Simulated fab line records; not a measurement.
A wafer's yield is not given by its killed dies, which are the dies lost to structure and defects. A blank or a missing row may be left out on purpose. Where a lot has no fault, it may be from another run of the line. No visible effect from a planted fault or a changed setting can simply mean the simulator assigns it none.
fab line records | flow sfq_line
[record] lots = 5 | wafers = 15 | last_day = 91
route steps=325 shown R5@224 I5@228
lots with no fault: from the same line, run without faults
start_h: hours from the record's first day to the start of the lot's first wafer shown | wait_h: hours elapsed since this lot's preceding step | " unchanged from the row above | L1.1+2: several wafers, shown together as one row | - no value, or no start given | * or withheld: withheld | < > ~ a bound
route shown NAME@n: a module of which the file shows steps, and the number in the route of the first | usual: the fault-free wafers' mean and standard deviation | same: alike in all rows | chamber/n: place in a boat | sites: readings site by site | _std_site: the standard deviation of these | _edge_site: outer sites' mean less inner sites' | radius_mm: for every site, how far away it sits from the centre of the wafer | mask NAME#n: copy n | behind: the most recent tool/chamber to have shaped the wafer | hold: what put the lot on hold/how long, in hours/how the hold closed | device: whichever transistor did not switch (one of n, p or np) | end of line: the same wafers' tests at the end of the route | a step without rows: its recipe alone | killed: the dies lost at the first sort to structure and to defects; this is not the yield of the wafer | map: dies across one wafer; x = killed, . = not, _ = none there
set.NAME: setting as actually run; set.NAME@STEP: the setting as run at that earlier step | model.NAME: the simulator's own value behind a step, which no gauge read
lots seen at some steps along the route; tables by step, rows by wafer
services: a tool's chamber out of use, with start hour (start_h, from the record's first day; less than 0 if before it), hours out, and reason
[[steps]]
[step SFQ_TRILAYER_R5_BARC_OPEN_METAL_ETCH_177]
[recipe] mask_material = PR | chemistry = O2 | target_depth_nm = 125 | target = BARC | icp_w = 600 | bias_w = 80 | pressure_mtorr = 10 | time_s = 41.7
[usual] bias_w = 79.97/0.25 | drypump_motor_current_A = 5.8/0.42 | oes_product_au = 0.686/0.0043
lot.wafer | tool         | chamber | start_h | wait_h | bias_w | drypump_motor_current_A | oes_product_au | rf_hours_counter_h
L725.1    | rie_metal-01 | 1       | 1387.44 | 0.0    | 80.01  | 5.9                     | 0.688          | 87
L725.2    | "            | 0       | "       | "      | 80.20  | 6.4                     | 0.686          | 4
L725.3    | "            | 1       | "       | "      | 80.39  | 5.9                     | 0.683          | -
L733.1    | rie_metal-03 | 1       | 1479.52 | 0.0    | 79.99  | 6.0                     | 0.691          | 37
L733.2    | "            | 0       | "       | "      | 80.04  | 6.1                     | 0.682          | 94
L733.4    | "            | 0       | "       | "      | 79.82  | 6.1                     | 0.688          | -
L738.2    | rie_metal-04 | 1       | 1522.77 | 0.0    | 80.24  | 5.8                     | 0.683          | 41
L738.3    | "            | 1       | "       | "      | 80.22  | 5.8                     | 0.689          | -
L738.4    | "            | 0       | "       | "      | 80.13  | 5.1                     | 0.683          | -
L740.4    | rie_metal-04 | 1       | 1555.00 | 0.0    | 80.28  | 5.8                     | 0.691          | -
L740.5    | "            | 0       | "       | "      | 79.73  | 5.1                     | 0.680          | -
L740.6    | "            | 1       | "       | "      | 80.40  | 5.8                     | 0.682          | -
L741.2    | rie_metal-04 | 0       | 1557.38 | 0.0    | 79.95  | 5.1                     | 0.687          | 126
L741.4    | "            | 0       | "       | "      | 80.01  | 5.1                     | 0.687          | -
L741.6    | "            | 0       | "       | "      | 80.28  | 5.1                     | 0.687          | -
[step SFQ_TRILAYER_R5_ETCH_METAL_ETCH_139]
[recipe] stop_on = SiO2 | mask_material = PR | chemistry = Cl2 | target_depth_nm = 60 | icp_w = 600 | bias_w = 82.87 | pressure_mtorr = 10 | time_s = 40
[usual] bias_w = 82.83/0.24 | drypump_motor_current_A = 5.9/0.42 | oes_product_au = 0.993/0.0046
lot.wafer | tool         | chamber | start_h | wait_h | bias_w | drypump_motor_current_A | oes_product_au | rf_hours_counter_h
L725.1    | rie_metal-01 | 1       | 1387.50 | 0.0    | 82.79  | 5.9                     | 0.987          | 87
L725.2    | "            | 0       | "       | "      | 82.74  | 6.4                     | 0.985          | 4
L725.3    | "            | 1       | "       | "      | 82.87  | 5.9                     | 0.989          | -
L733.1    | rie_metal-03 | 1       | 1479.58 | 0.0    | 82.81  | 6.0                     | 0.993          | 37
L733.2    | "            | 0       | "       | "      | 83.06  | 6.1                     | 1.000          | 94
L733.4    | "            | 0       | "       | "      | 82.91  | 6.1                     | 0.991          | -
L738.2    | rie_metal-04 | 1       | 1522.83 | 0.0    | 83.37  | 5.8                     | 0.999          | 41
L738.3    | "            | 1       | "       | "      | 83.07  | 5.8                     | 0.989          | -
L738.4    | "            | 0       | "       | "      | 82.68  | 5.1                     | 1.005          | -
L740.4    | rie_metal-04 | 1       | 1555.05 | 0.0    | 82.83  | 5.8                     | 0.994          | -
L740.5    | "            | 0       | "       | "      | 82.61  | 5.1                     | 0.998          | -
L740.6    | "            | 1       | "       | "      | 82.78  | 5.8                     | 0.999          | -
L741.2    | rie_metal-04 | 0       | 1557.43 | 0.0    | 82.75  | 5.1                     | 0.993          | 126
L741.4    | "            | 0       | "       | "      | 82.93  | 5.1                     | 0.994          | -
L741.6    | "            | 0       | "       | "      | 82.76  | 5.1                     | 0.994          | -
[step SFQ_TRILAYER_R5_STRIP_STRIP_140]
[recipe] gas = O2 | power_w = 200 | platen_temp_c = 40 | overash_fraction = 0.65 | chemistry = O2 | pressure_mtorr = 50
[usual] drypump_motor_current_A = 5.8/0.42 | oes_product_au = 1.000/0.0074
lot.wafer | tool         | chamber | start_h | wait_h | drypump_motor_current_A | oes_product_au | rf_hours_counter_h
L725.1    | rie_metal-01 | 1       | 1387.56 | 0.0    | 5.9                     | 0.995          | 87
L725.2    | "            | 0       | "       | "      | 6.4                     | 0.982          | 4
L725.3    | "            | 1       | "       | "      | 5.9                     | 0.988          | -
L733.1    | rie_metal-03 | 1       | 1479.64 | 0.0    | 6.0                     | 0.997          | 37
L733.2    | "            | 0       | "       | "      | 6.1                     | 0.996          | 94
L733.4    | "            | 0       | "       | "      | 6.1                     | 1.004          | -
L738.2    | rie_metal-04 | 1       | 1522.89 | 0.0    | 5.8                     | 1.003          | 41
L738.3    | "            | 1       | "       | "      | 5.8                     | 1.005          | -
L738.4    | "            | 0       | "       | "      | 5.1                     | 0.997          | -
L740.4    | rie_metal-04 | 1       | 1555.29 | 0.2    | 5.8                     | 0.994          | -
L740.5    | "            | 0       | "       | "      | 5.1                     | 0.998          | -
L740.6    | "            | 1       | "       | "      | 5.9                     | 0.987          | -
L741.2    | rie_metal-04 | 0       | 1557.49 | 0.0    | 5.1                     | 1.007          | 126
L741.4    | "            | 0       | "       | "      | 5.1                     | 1.006          | -
L741.6    | "            | 0       | "       | "      | 5.1                     | 1.005          | -
[step SFQ_TRILAYER_R5_STRIP_SOLV_CLEAN_141]
[recipe] chemistry = NMP | temp_c = 70 | time_s = 600
[step SFQ_TRILAYER_A5C_DEP_PECVD_142]
[recipe] material = SiO2 | temp_c = 150 | time_s = 15.556 | pressure_torr = 2.4 | rf_w = 183.3 | precursor = SiH4/N2O | target_thk_nm = 70
[usual] heater_power_outer_w = 28/7.5 | heater_power_w = 80/15 | throttle_valve_pct = 24.8/1.5
lot.wafer | tool     | chamber | start_h | wait_h | heater_power_outer_w | heater_power_w | throttle_valve_pct
L725.1    | pecvd-03 | 0       | 1388.34 | 0.0    | 22                   | 80             | 23.1
L725.2    | "        | 2       | "       | "      | 35                   | 86             | 25.8
L725.3    | "        | 1       | "       | "      | 28                   | 74             | 26.4
L733.1    | pecvd-03 | 0       | 1480.43 | 0.0    | 23                   | 82             | 23.4
L733.2    | "        | 1       | "       | "      | 29                   | 77             | 27.2
L733.4    | "        | 1       | "       | "      | 30                   | 78             | 27.1
L738.2    | pecvd-04 | 1       | 1523.66 | 0.0    | 32                   | 86             | 24.4
L738.3    | "        | 2       | "       | "      | 39                   | 97             | 22.5
L738.4    | "        | 1       | "       | "      | 33                   | 89             | 24.5
L740.4    | pecvd-01 | 1       | 1555.90 | 0.0    | 26                   | 73             | 26.5
L740.5    | "        | 2       | "       | "      | 25                   | 74             | 26.0
L740.6    | "        | 0       | "       | "      | 36                   | 104            | 24.5
L741.2    | pecvd-04 | 2       | 1558.28 | 0.0    | 37                   | 91             | 22.5
L741.4    | "        | 2       | "       | "      | 37                   | 93             | 22.6
L741.6    | "        | 2       | "       | "      | 37                   | 92             | 22.4
[step SFQ_TRILAYER_I5_LITHO_COAT_149]
[recipe] resist = BARC | spin_rpm = 3000 | resist_thk_nm = 62
[step SFQ_TRILAYER_I5_LITHO_COAT_144]
[recipe] resist = KrF | spin_rpm = 3000 | resist_thk_nm = 650
[step SFQ_TRILAYER_I5_LITHO_SOFTBAKE_148]
[recipe] temp_c = withheld | time_s = withheld | resist = KrF
[step SFQ_TRILAYER_I5_LITHO_EXPOSE_145]
[recipe] mask_id = I5 | na = 0.6 | source_shape = conventional | sigma_outer = 0.65 | target_cd_nm = 700 | dose_mj = 21.3
[step SFQ_TRILAYER_I5_LITHO_PEB_147]
[recipe] peb_temp_c = 115 | peb_time_s = 60 | resist = KrF
[step SFQ_TRILAYER_I5_LITHO_DEVELOP_146]
[recipe] time_s = 60 | resist = KrF
[step SFQ_I5_OVL_MEAS_936]
[usual] I5_OVL = -1/4.4
lot.wafer | tool       | chamber | start_h | wait_h | I5_OVL[nm]
L725.1    | overlay-02 | -       | 1517.08 | 0.1    | 4
L725.2    | "          | -       | "       | "      | 0
L725.3    | "          | -       | "       | "      | 0
L733.1    | overlay-02 | -       | 1592.61 | 0.1    | 0
L733.2    | "          | -       | "       | "      | 2
L733.4    | "          | -       | "       | "      | 0
L738.2    | overlay-01 | -       | 1638.53 | 0.1    | -7
L738.3    | "          | -       | "       | "      | -4
L738.4    | "          | -       | "       | "      | 3
L740.4    | overlay-02 | -       | 1660.15 | 0.1    | -1
L740.5    | "          | -       | "       | "      | -5
L740.6    | "          | -       | "       | "      | -6
L741.2    | overlay-02 | -       | 1663.73 | 0.1    | 2
L741.4    | "          | -       | "       | "      | 4
L741.6    | "          | -       | "       | "      | 2
[step SFQ_TRILAYER_I5_BARC_OPEN_VIA_ETCH_200]
[recipe] mask_material = PR | chemistry = O2 | target_depth_nm = 125 | target = BARC | source_w = 500 | bias_w = 80 | pressure_mtorr = 30 | time_s = 41.7
[usual] bias_w = 80.01/0.25 | drypump_motor_current_A = 5.6/0.4 | oes_product_au = 0.684/0.0045
lot.wafer | tool        | chamber | start_h | wait_h | bias_w | drypump_motor_current_A | oes_product_au | rf_hours_counter_h
L725.1    | rie_diel-02 | 0       | 1517.12 | 0.0    | 79.89  | 5.1                     | 0.683          | 15
L725.2    | "           | 2       | "       | "      | 79.62  | 6.1                     | 0.686          | 17
L725.3    | "           | 1       | "       | "      | 79.97  | 6.1                     | 0.680          | 15
L733.1    | rie_diel-03 | 1       | 1592.64 | 0.0    | 79.79  | 5.9                     | 0.683          | 18
L733.2    | "           | 3       | "       | "      | 89.21  | 6.0                     | 0.681          | 6
L733.4    | "           | 2       | "       | "      | 79.75  | 5.7                     | 0.682          | 6
L738.2    | rie_diel-02 | 0       | 1638.56 | 0.0    | 80.27  | 5.1                     | 0.672          | 16
L738.3    | "           | 2       | "       | "      | 80.35  | 6.1                     | 0.678          | 18
L738.4    | "           | 3       | "       | "      | 79.87  | 5.4                     | 0.688          | 15
L740.4    | rie_diel-03 | 3       | 1660.18 | 0.0    | 80.07  | 6.0                     | 0.683          | -
L740.5    | "           | 1       | "       | "      | 79.84  | 5.9                     | 0.683          | -
L740.6    | "           | 2       | "       | "      | 80.04  | 5.8                     | 0.687          | -
L741.2    | rie_diel-03 | 3       | 1663.76 | 0.0    | 80.33  | 6.0                     | 0.690          | 7
L741.4    | "           | 2       | "       | "      | 80.30  | 5.7                     | 0.682          | 7
L741.6    | "           | 0       | "       | "      | 80.23  | 5.2                     | 0.679          | -
[step SFQ_TRILAYER_I5_ETCH_VIA_ETCH_147]
[recipe] stop_on = Nb | mask_material = PR | chemistry = CHF3 | target_depth_nm = 360 | source_w = 500 | bias_w = 80 | pressure_mtorr = 30 | time_s = withheld
[usual] bias_w = 79.99/0.22 | drypump_motor_current_A = 5.6/0.4 | oes_product_au = 0.990/0.0057
lot.wafer | tool        | chamber | start_h | wait_h | bias_w | drypump_motor_current_A | oes_product_au
L725.1    | rie_diel-02 | 0       | 1517.16 | 0.0    | 79.93  | 5.1                     | 0.987
L725.2    | "           | 2       | "       | "      | 80.19  | 6.1                     | 0.988
L725.3    | "           | 1       | "       | "      | 79.69  | 5.9                     | 0.984
L733.1    | rie_diel-03 | 1       | 1592.68 | 0.0    | 80.17  | 5.8                     | 0.990
L733.2    | "           | 3       | "       | "      | 80.13  | 6.0                     | 0.991
L733.4    | "           | 2       | "       | "      | 80.20  | 5.8                     | 0.989
L738.2    | rie_diel-02 | 0       | 1638.60 | 0.0    | 80.26  | 5.1                     | 0.989
L738.3    | "           | 2       | "       | "      | 80.06  | 6.1                     | 0.988
L738.4    | "           | 3       | "       | "      | 79.96  | 5.4                     | 0.990
L740.4    | rie_diel-03 | 3       | 1660.28 | 0.1    | 79.74  | 6.0                     | 0.992
L740.5    | "           | 1       | "       | "      | 80.11  | 5.9                     | 1.004
L740.6    | "           | 2       | "       | "      | 79.86  | 5.7                     | 0.992
L741.2    | rie_diel-03 | 3       | 1663.80 | 0.0    | 79.89  | 6.0                     | 0.997
L741.4    | "           | 2       | "       | "      | 80.13  | 5.7                     | 1.000
L741.6    | "           | 0       | "       | "      | 79.80  | 5.2                     | 0.994
[[services]]
tool         | chamber | start_h | hours | kind
rie_diel-02  | 3       | 1379.43 | 6.4   | repair
rie_metal-03 | -       | 1412.31 | 1.1   | repair
rie_diel-03  | -       | 1420.58 | 2.8   | pm
rie_diel-02  | 1       | 1447.15 | 15.0  | repair
rie_diel-02  | 2       | 1449.72 | 5.0   | repair
pecvd-03     | 0       | 1450.96 | 3.9   | repair
rie_diel-02  | -       | 1462.57 | 0.8   | repair
rie_diel-03  | 0       | 1476.27 | 4.2   | repair
rie_diel-02  | 1       | 1486.54 | 6.0   | repair
rie_metal-03 | 1       | 1486.83 | 5.3   | repair
pecvd-04     | -       | 1506.68 | 6.0   | pm
rie_diel-03  | 2       | 1547.62 | 4.4   | repair
pecvd-04     | 1       | 1552.72 | 5.9   | repair
rie_diel-03  | -       | 1574.47 | 10.0  | pm
rie_diel-02  | 2       | 1594.63 | 32.3  | repair
rie_diel-03  | 2       | 1613.17 | 9.6   | repair
pecvd-04     | -       | 1619.48 | 1.7   | repair
pecvd-03     | 0       | 1624.72 | 4.4   | repair
pecvd-03     | -       | 1626.79 | 6.0   | pm
pecvd-03     | 0       | 1632.86 | 4.5   | repair
rie_diel-03  | 3       | 1635.01 | 4.2   | repair
rie_metal-04 | -       | 1637.14 | 1.4   | pm
rie_metal-04 | 0       | 1653.56 | -     | clean
rie_diel-03  | 0       | 1660.01 | 1.9   | repair
[[key]]
[first_sign] step = SFQ_TRILAYER_I5_BARC_OPEN_VIA_ETCH_200 | reading = bias_w | direction = up | sigmas = 37 | usual = 80.01 | struck = 89.21
effect none on later readings
met_at SFQ_TRILAYER_I5_BARC_OPEN_VIA_ETCH_200
struck_wafers L733.2
[fault] kind = process_parameter_drift | tool = rie_diel-03 | chamber = 3 | onset_h = 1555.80 | steps = SFQ_TRILAYER_I5_BARC_OPEN_VIA_ETCH_200 | channel = bias_w | offset = 9.708 | shape = step | end_h = 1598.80 | acts_in = these_recipes_only | stated = 80
